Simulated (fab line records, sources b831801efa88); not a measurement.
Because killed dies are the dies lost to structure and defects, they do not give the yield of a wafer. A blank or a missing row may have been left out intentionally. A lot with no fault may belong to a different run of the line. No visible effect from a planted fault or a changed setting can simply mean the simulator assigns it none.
Matching of chambers :: flow gf180mcu :: 4 sister chambers for GF_V2_CMP_04 on cmp-02
The step polishes SiO2. 8 wafers are shown with their chamber, then 12 later ones without.

WAFERS, EACH WITH ITS CHAMBER
wafer: L084.1
chamber: 2
motor-current-A (A): 10.5
time-to-endpoint-s (s): 80

wafer: L085.3
chamber: 2
motor-current-A (A): 10.5
time-to-endpoint-s (s): 75

wafer: L087.6
chamber: 3
motor-current-A (A): 11.9
time-to-endpoint-s (s): 85

wafer: L088.4
chamber: 1
motor-current-A (A): 14.2
time-to-endpoint-s (s): 83

wafer: L088.5
chamber: 3
motor-current-A (A): 12.0
time-to-endpoint-s (s): 80

wafer: L091.1
chamber: 0
motor-current-A (A): 11.0
time-to-endpoint-s (s): 85

wafer: L091.4
chamber: 1
motor-current-A (A): 12.5
time-to-endpoint-s (s): 87

wafer: L091.6
chamber: 0
motor-current-A (A): 10.8
time-to-endpoint-s (s): 88

WAFERS MISSING THEIR CHAMBER
wafer: L092.1
motor-current-A (A): 10.9
time-to-endpoint-s (s): 74

wafer: L092.2
motor-current-A (A): 13.8
time-to-endpoint-s (s): 70

wafer: L092.6
motor-current-A (A): 10.2
time-to-endpoint-s (s): 80

wafer: L094.1
motor-current-A (A): 10.1
time-to-endpoint-s (s): 75

wafer: L094.3
motor-current-A (A): 11.6
time-to-endpoint-s (s): 75

wafer: L094.6
motor-current-A (A): 10.1
time-to-endpoint-s (s): 75

wafer: L096.4
motor-current-A (A): 11.9
time-to-endpoint-s (s): 78

wafer: L096.5
motor-current-A (A): 10.9
time-to-endpoint-s (s): 75

wafer: L096.6
motor-current-A (A): 13.8
time-to-endpoint-s (s): 80

wafer: L097.1
motor-current-A (A): 13.7
time-to-endpoint-s (s): 80

wafer: L097.4
motor-current-A (A): 10.3
time-to-endpoint-s (s): 78

wafer: L097.5
motor-current-A (A): 10.4
time-to-endpoint-s (s): 83

WHICH CHAMBER EACH WENT THROUGH
wafer: L092.1
from the rows above: can't be placed: 2 or 3
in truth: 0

wafer: L092.2
from the rows above: can't be placed: 1 or 3 or 2
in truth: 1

wafer: L092.6
from the rows above: can't be placed: 2 or 0
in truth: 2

wafer: L094.1
from the rows above: 2
in truth: 2

wafer: L094.3
from the rows above: can't be placed: 2 or 3 or 0
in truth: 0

wafer: L094.6
from the rows above: 2
in truth: 2

wafer: L096.4
from the rows above: can't be placed: 3 or 2 or 0 or 1
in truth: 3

wafer: L096.5
from the rows above: can't be placed: 2 or 3
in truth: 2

wafer: L096.6
from the rows above: can't be placed: 1 or 3
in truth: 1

wafer: L097.1
from the rows above: can't be placed: 1 or 3
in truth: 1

wafer: L097.4
from the rows above: 2
in truth: 2

wafer: L097.5
from the rows above: can't be placed: 0 or 2 or 3
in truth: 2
Placed correctly: 3 of 12. Not placeable from these rows: 9 (in 8, the candidates include the true chamber). Placed wrongly: 0.
How it was worked out, from the rows above alone: a wafer's distance from a chamber is the root of the sum, over the readings, of the square of ((its reading less the chamber's mean) divided by the reading's scatter). The wafer belongs to the nearest chamber; if the next one is less than 2 further off, it can't be placed. A chamber's mean is the mean of its shown wafers. The scatter: the root of (the sum of the squares of (reading less its chamber's mean) over the shown wafers, divided by (wafers less chambers)).
